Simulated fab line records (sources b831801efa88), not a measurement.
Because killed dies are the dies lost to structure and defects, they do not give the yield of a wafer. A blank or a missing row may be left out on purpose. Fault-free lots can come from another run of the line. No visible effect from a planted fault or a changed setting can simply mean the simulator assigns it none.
fab line records	flow sky130
[record] lots = 11	wafers = 33	last_day = 51
route steps=708 shown LI_CONTACT@362 LOCAL_INTERCONNECT@387
lots untouched by any fault: they come from a run of this same line in which no faults occurred
start_h: start of the lot's first displayed wafer, in hours after the record's first day	wait_h: time in hours since the lot's previous step	" repeats the value in the row above	L1.1+2: one row covering several wafers at once	- value missing, or start not given	* or withheld: withheld	< > ~ a bound
route shown NAME@n: NAME is a module with steps in the file, n the number in the route of the first one	usual: mean and standard deviation over wafers with no fault	same: alike in all rows	chamber/n: place in a boat	sites: each site's reading	_std_site: the values' standard deviation	_edge_site: outer sites' mean less inner sites'	radius_mm: for every site, how far away it sits from the centre of the wafer	mask NAME#n: copy n	behind: the most recent tool/chamber to have shaped the wafer	hold: why the lot went on hold/how many hours it stayed there/how the hold came to an end	device: names the non-switching transistor (n, p or np)	end of line: the same wafers' tests at the end of the route	step lacking rows: just its recipe	killed: not the wafer's yield, but the dies lost to structure and defects at the first sort	map: a wafer's dies, marking killed ones x, the rest . and places with no die _
set.NAME: the setting as run; set.NAME@STEP: as run at that earlier step	model.NAME: the simulator's own value behind a step, which no gauge read
route steps across a sampled set of lots; one table per step, one row per wafer
services: the hour from which a tool's chamber was out of use, counted from the record's first day as start_h (under 0 if before that day), plus the number of hours and why
[[steps]]
[step SKY_LI_CONTACT_HDPCVD_00]
[recipe] material = PSG	target_thk_nm = 930	sigma_open_frac = 0.3	time_s = 155	temp_c = 600	sih4_flow_sccm = 60	pressure_mtorr = 6
[usual] sih4_flow_sccm = 59.99/0.18
lot.wafer	tool	chamber	start_h	wait_h	sih4_flow_sccm
L579.1	hdpcvd-01	0	678.53	0.0	59.95
L579.4	"	1	"	"	59.75
L579.5	"	1	"	"	60.20
L580.1	hdpcvd-02	2	682.56	0.0	60.08
L580.4	"	0	"	"	59.89
L580.6	"	1	"	"	59.78
L581.1	hdpcvd-01	1	688.76	0.0	48.01
L581.5	"	1	"	"	48.11
L581.6	"	0	"	"	47.71
L582.1	hdpcvd-01	0	692.09	0.0	47.76
L582.2	"	1	"	"	48.21
L582.3	"	0	"	"	48.11
L591.1	hdpcvd-01	0	776.48	0.0	60.33
L591.4	"	1	"	"	59.89
L591.5	"	2	"	"	60.16
L593.3	hdpcvd-01	0	787.95	0.0	59.88
L593.5	"	0	"	"	60.09
L593.6	"	1	"	"	59.98
L595.1	hdpcvd-01	0	806.25	0.0	59.86
L595.2	"	1	"	"	60.14
L595.3	"	2	"	"	59.93
L599.1	hdpcvd-02	0	831.77	0.0	59.71
L599.2	"	1	"	"	59.73
L599.5	"	1	"	"	59.92
L597.1	hdpcvd-01	0	833.87	0.0	59.81
L597.3	"	2	"	"	59.93
L597.4	"	0	"	"	60.22
L600.4	hdpcvd-01	2	837.78	0.1	60.17
L600.5	"	0	"	"	59.92
L600.6	"	1	"	"	59.63
L601.1	hdpcvd-01	0	846.06	0.0	60.23
L601.4	"	0	"	"	60.37
L601.6	"	1	"	"	60.02
[step SKY_LI_CONTACT_THK_MEAS_01]
[recipe] reads = PSG_of_LI_CONTACT_HDPCVD_00
[usual] LI_CONTACT_HDPCVD_THK = 934/7.8
lot.wafer	tool	chamber	start_h	wait_h	hold	LI_CONTACT_HDPCVD_THK[nm]
L579.1	film_metro-02	-	678.69	0.1	-	939
L579.4	"	-	"	"	-	935
L579.5	"	-	"	"	-	931
L580.1	film_metro-03	-	682.67	0.1	-	933
L580.4	"	-	"	"	-	945
L580.6	"	-	"	"	-	933
L581.1	film_metro-03	-	688.92	0.1	await_dispo/0.2h/release	751
L581.5	"	-	"	"	await_dispo/0.2h/release	748
L581.6	"	-	"	"	await_dispo/0.2h/release	749
L581.1	film_metro-03	-	689.14	0.2	-	750
L581.5	"	-	"	"	-	748
L581.6	"	-	"	"	-	748
L582.1	film_metro-03	-	692.25	0.1	await_dispo/0.2h/release	735
L582.2	"	-	"	"	await_dispo/0.2h/release	752
L582.3	"	-	"	"	await_dispo/0.2h/release	737
L582.1	film_metro-03	-	692.47	0.2	-	733
L582.2	"	-	"	"	-	752
L582.3	"	-	"	"	-	738
L591.1	film_metro-03	-	776.58	0.1	-	928
L591.4	"	-	"	"	-	934
L591.5	"	-	"	"	-	931
L593.3	film_metro-02	-	788.08	0.1	-	927
L593.5	"	-	"	"	-	933
L593.6	"	-	"	"	-	938
L595.1	film_metro-03	-	806.36	0.1	-	946
L595.2	"	-	"	"	-	936
L595.3	"	-	"	"	-	931
L599.1	film_metro-04	-	831.88	0.1	-	946
L599.2	"	-	"	"	-	925
L599.5	"	-	"	"	-	928
L597.1	film_metro-03	-	833.97	0.1	-	933
L597.3	"	-	"	"	-	936
L597.4	"	-	"	"	-	935
L600.4	film_metro-02	-	837.86	0.0	-	938
L600.5	"	-	"	"	-	923
L600.6	"	-	"	"	-	935
L601.1	film_metro-02	-	846.17	0.1	-	941
L601.4	"	-	"	"	-	937
L601.6	"	-	"	"	-	942
[step SKY_LI_CONTACT_CMP_02]
[recipe] material = PSG	down_force_psi = 4	platen_rpm = 60	pad_velocity_m_s = 0.94248
[usual] motor_current_A = 12.4/1.6	time_to_endpoint_s = 32.3/2.6
lot.wafer	tool	chamber	start_h	wait_h	hold	motor_current_A	time_to_endpoint_s
L579.1	cmp-02	2	678.75	0.1	-	13.2	31.6
L579.4	"	0	"	"	-	10.6	34.4
L579.5	"	2	"	"	-	13.3	26.8
L580.4	cmp-02	1	682.78	0.1	-	12.8	32.5
L580.1	"	3	"	"	-	11.6	37.0
L580.6	"	1	"	"	-	12.0	33.6
L582.2	cmp-02	2	692.78	0.3	await_dispo/0.2h/release	13.4	13.9
L582.1	"	3	"	"	await_dispo/0.2h/release	11.0	14.1
L582.3	"	0	"	"	await_dispo/0.2h/release	10.6	14.0
L581.1	cmp-02	2	696.39	7.2	await_dispo/7.1h/release	13.9	13.7
L581.5	"	0	"	"	await_dispo/7.1h/release	10.5	17.2
L581.6	"	1	"	"	await_dispo/7.1h/release	12.6	15.0
L591.4	cmp-02	1	776.69	0.1	-	12.4	30.7
L591.1	"	2	"	"	-	13.1	29.7
L591.5	"	0	"	"	-	10.5	32.4
L593.3	cmp-02	3	788.27	0.2	-	11.2	30.5
L593.5	"	0	"	"	-	11.0	32.7
L593.6	"	1	"	"	-	13.1	28.0
L595.1	cmp-02	0	806.42	0.1	-	10.0	31.2
L595.3	"	2	"	"	-	13.6	26.7
L595.2	"	3	"	"	-	11.6	29.7
L599.1	cmp-02	1	831.99	0.1	-	12.8	33.9
L599.2	"	2	"	"	-	13.7	29.4
L599.5	"	0	"	"	-	10.2	30.2
L597.1	cmp-01	2	834.03	0.1	-	13.3	32.3
L597.3	"	3	"	"	-	15.4	34.0
L597.4	"	0	"	"	-	13.9	33.9
L600.4	cmp-02	2	838.04	0.2	-	13.0	29.3
L600.5	"	3	"	"	-	10.7	27.1
L600.6	"	0	"	"	-	10.5	32.4
L601.1	cmp-01	1	846.23	0.1	-	12.7	35.6
L601.4	"	0	"	"	-	12.7	38.2
L601.6	"	2	"	"	-	12.5	35.0
[step SKY_LOCAL_INTERCONNECT_SPUTTER_00]
[recipe] material = TiN	target_thk_nm = 100	temp_c = 300	power_w = 6500	time_s = 83.3	chamber_pressure_pa = 0.4
[usual] throttle_valve_pct = 29.9/0.85
lot.wafer	tool	chamber	start_h	wait_h	throttle_valve_pct
L579.1	pvd_sputter-04	-	707.49	0.1	29.9
L579.4	"	-	"	"	30.2
L579.5	"	-	"	"	31.5
L580.1	pvd_sputter-01	-	712.24	0.1	30.9
L580.4	"	-	"	"	30.0
L580.6	"	-	"	"	28.8
L581.1	pvd_sputter-01	-	718.61	0.1	28.6
L581.5	"	-	"	"	30.9
L581.6	"	-	"	"	30.3
L582.1	pvd_sputter-01	-	721.28	0.1	28.7
L582.2	"	-	"	"	28.8
L582.3	"	-	"	"	30.3
L591.1	pvd_sputter-04	-	805.76	0.2	30.3
L591.4	"	-	"	"	29.8
L591.5	"	-	"	"	28.7
L593.3	pvd_sputter-04	-	816.99	0.2	28.8
L593.5	"	-	"	"	28.7
L593.6	"	-	"	"	29.8
L595.1	pvd_sputter-04	-	835.64	0.2	30.4
L595.2	"	-	"	"	29.9
L595.3	"	-	"	"	31.4
L599.1	pvd_sputter-04	-	860.07	0.1	28.6
L599.2	"	-	"	"	31.5
L599.5	"	-	"	"	30.0
L597.1	pvd_sputter-01	-	861.71	0.2	30.1
L597.3	"	-	"	"	28.7
L597.4	"	-	"	"	28.5
L600.4	pvd_sputter-01	-	865.81	0.2	28.7
L600.5	"	-	"	"	28.9
L600.6	"	-	"	"	30.9
L601.1	pvd_sputter-04	-	873.40	0.2	31.5
L601.4	"	-	"	"	30.4
L601.6	"	-	"	"	31.1
[step SKY_LOCAL_INTERCONNECT_THK_MEAS_02]
[recipe] thk_meas_gauge = xrf	reads = TiN_of_LOCAL_INTERCONNECT_SPUTTER_00
[usual] LOCAL_INTERCONNECT_TIN_THK = 101.2/1
lot.wafer	tool	chamber	start_h	wait_h	LOCAL_INTERCONNECT_TIN_THK[nm]
L579.1	film_metro-04	-	707.68	0.1	100.7
L579.4	"	-	"	"	100.1
L579.5	"	-	"	"	101.0
L580.1	film_metro-01	-	712.43	0.1	101.9
L580.4	"	-	"	"	101.2
L580.6	"	-	"	"	101.8
L581.1	film_metro-04	-	718.79	0.1	100.5
L581.5	"	-	"	"	101.0
L581.6	"	-	"	"	100.6
L582.1	film_metro-01	-	721.46	0.1	99.8
L582.2	"	-	"	"	100.7
L582.3	"	-	"	"	99.2
L591.1	film_metro-01	-	805.94	0.1	100.4
L591.4	"	-	"	"	99.2
L591.5	"	-	"	"	101.3
L593.3	film_metro-02	-	817.20	0.1	102.4
L593.5	"	-	"	"	102.8
L593.6	"	-	"	"	100.4
L595.1	film_metro-02	-	835.83	0.1	100.8
L595.2	"	-	"	"	100.2
L595.3	"	-	"	"	101.4
L599.1	film_metro-04	-	860.25	0.1	102.1
L599.2	"	-	"	"	100.8
L599.5	"	-	"	"	100.5
L597.1	film_metro-02	-	861.89	0.1	100.9
L597.3	"	-	"	"	101.0
L597.4	"	-	"	"	101.3
L600.4	film_metro-02	-	866.02	0.1	100.7
L600.5	"	-	"	"	101.7
L600.6	"	-	"	"	102.2
L601.1	film_metro-01	-	873.58	0.1	101.0
L601.4	"	-	"	"	100.1
L601.6	"	-	"	"	101.1
[step SKY_LOCAL_INTERCONNECT_METAL_ETCH_14]
[recipe] target_depth_nm = 110	stop_on = PSG	chemistry = Cl2/BCl3	target = TiN	resist_sidewall_deg = 88	pressure_mtorr = 10	icp_w = 900	bias_w = 48.5	Cl2_flow_sccm = 60	bcl3_flow_sccm = 30	time_s = 31.4
[usual] drypump_motor_current_A = 6.1/0.47	oes_product_au = 0.943/0.0067	throttle_valve_pct = 21.900/0.0093
lot.wafer	tool	chamber	start_h	wait_h	drypump_motor_current_A	oes_product_au	rf_hours_counter_h	throttle_valve_pct
L579.1	rie_metal-01	1	735.61	0.0	5.9	0.949	3.4	21.905
L579.4	"	1	"	"	5.9	0.939	-	21.894
L579.5	"	0	"	"	5.3	0.936	-	21.903
L580.1	rie_metal-01	0	739.99	0.0	5.3	0.953	6.6	21.891
L580.4	"	1	"	"	5.9	0.945	-	21.892
L580.6	"	1	"	"	5.9	0.948	-	21.891
L581.1	rie_metal-02	0	748.54	0.0	6.2	0.938	5.2	21.901
L581.5	"	0	"	"	6.2	0.937	-	21.911
L581.6	"	1	"	"	5.8	0.939	-	21.898
L582.1	rie_metal-01	1	749.54	0.0	5.9	0.942	4.1	21.911
L582.2	"	0	"	"	5.3	0.941	6.8	21.897
L582.3	"	0	"	"	5.3	0.935	-	21.891
L591.1	rie_metal-01	0	832.81	0.0	5.3	0.939	9.9	21.904
L591.4	"	1	"	"	5.9	0.939	-	21.893
L591.5	"	0	"	"	5.4	0.946	-	21.880
L593.3	rie_metal-04	1	843.72	0.0	6.8	0.939	-	21.906
L593.5	"	0	"	"	6.2	0.946	-	21.900
L593.6	"	1	"	"	6.8	0.936	-	21.906
L595.1	rie_metal-02	0	861.93	0.0	6.2	0.944	9.3	21.897
L595.2	"	1	"	"	5.8	0.939	8.9	21.910
L595.3	"	0	"	"	6.2	0.943	-	21.907
L599.1	rie_metal-04	0	885.88	0.0	6.2	0.958	6.3	21.891
L599.2	"	1	"	"	6.8	0.936	13.1	21.906
L599.5	"	1	"	"	6.8	0.942	-	21.931
L597.1	rie_metal-01	0	888.38	0.0	5.3	0.941	12.1	21.909
L597.3	"	1	"	"	5.9	0.939	-	21.904
L597.4	"	0	"	"	5.4	0.944	-	21.896
L600.4	rie_metal-04	0	892.48	0.0	6.2	0.940	-	21.891
L600.5	"	0	"	"	6.1	0.947	-	21.896
L600.6	"	1	"	"	6.8	0.951	-	21.901
L601.1	rie_metal-04	1	900.38	0.0	6.8	0.941	14.1	21.899
L601.4	"	1	"	"	6.8	0.933	-	21.908
L601.6	"	0	"	"	6.2	0.950	-	21.910
[[services]]
tool	chamber	start_h	hours	kind
rie_metal-04	-	667.25	0.2	repair
cmp-01	-	672.94	0.5	repair
cmp-01	-	673.27	0.2	repair
hdpcvd-01	2	674.68	31.2	repair
cmp-01	-	677.22	3.7	pm
rie_metal-01	1	680.36	1.8	repair
rie_metal-02	0	692.03	4.7	repair
cmp-01	-	694.18	1.5	repair
rie_metal-04	-	738.93	0.2	repair
cmp-01	-	744.11	4.0	pm
rie_metal-01	1	759.36	10.3	repair
cmp-01	-	765.85	0.3	repair
hdpcvd-02	-	791.17	0.4	repair
pvd_sputter-04	-	794.38	2.2	repair
rie_metal-01	0	803.80	8.6	repair
hdpcvd-01	-	805.09	1.1	repair
cmp-01	-	807.95	2.5	repair
pvd_sputter-01	-	815.64	29.9	repair
rie_metal-01	1	817.48	8.2	repair
rie_metal-04	0	858.65	24.5	repair
cmp-02	-	867.86	8.9	pm
hdpcvd-01	-	868.97	0.4	repair
cmp-02	-	881.98	0.5	repair
pvd_sputter-04	-	887.49	4.1	repair
[[key]]
[first_sign] step = SKY_LI_CONTACT_HDPCVD_00	reading = sih4_flow_sccm	direction = down	sigmas = 69	usual = 59.99	struck = 47.98
[effect] step = SKY_LI_CONTACT_THK_MEAS_01	reading = visit	direction = added
[effect] step = SKY_LI_CONTACT_THK_MEAS_01	reading = LI_CONTACT_HDPCVD_THK	direction = down	sigmas = 24	usual = 934	struck = 745
[effect] step = SKY_LI_CONTACT_CMP_02	reading = time_to_endpoint_s	direction = down	sigmas = 6.8	usual = *	struck = *
met_at SKY_LI_CONTACT_HDPCVD_00
struck_lots L581,L582
tester_left_out L581,L582
not_acting_at SKY_LOCAL_INTERCONNECT_SPUTTER_00,SKY_LOCAL_INTERCONNECT_THK_MEAS_02,SKY_LOCAL_INTERCONNECT_METAL_ETCH_14
onset_between 678.53 688.76
[fault] kind = process_parameter_drift	tool = hdpcvd-01	chamber = -	onset_h = 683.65	steps = SKY_LI_CONTACT_HDPCVD_00	channel = sih4_flow_sccm	offset = -12	shape = step	end_h = 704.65	acts_in = these_recipes_only	stated = 60
// tester_left_out: of these lots the tester's yield and bins aren't shown, on N5 and GAA mostly nor the transistor test; their killed dies are dies lost to structure and defects alone, not to doping, threshold or leakage, so they don't give the yield
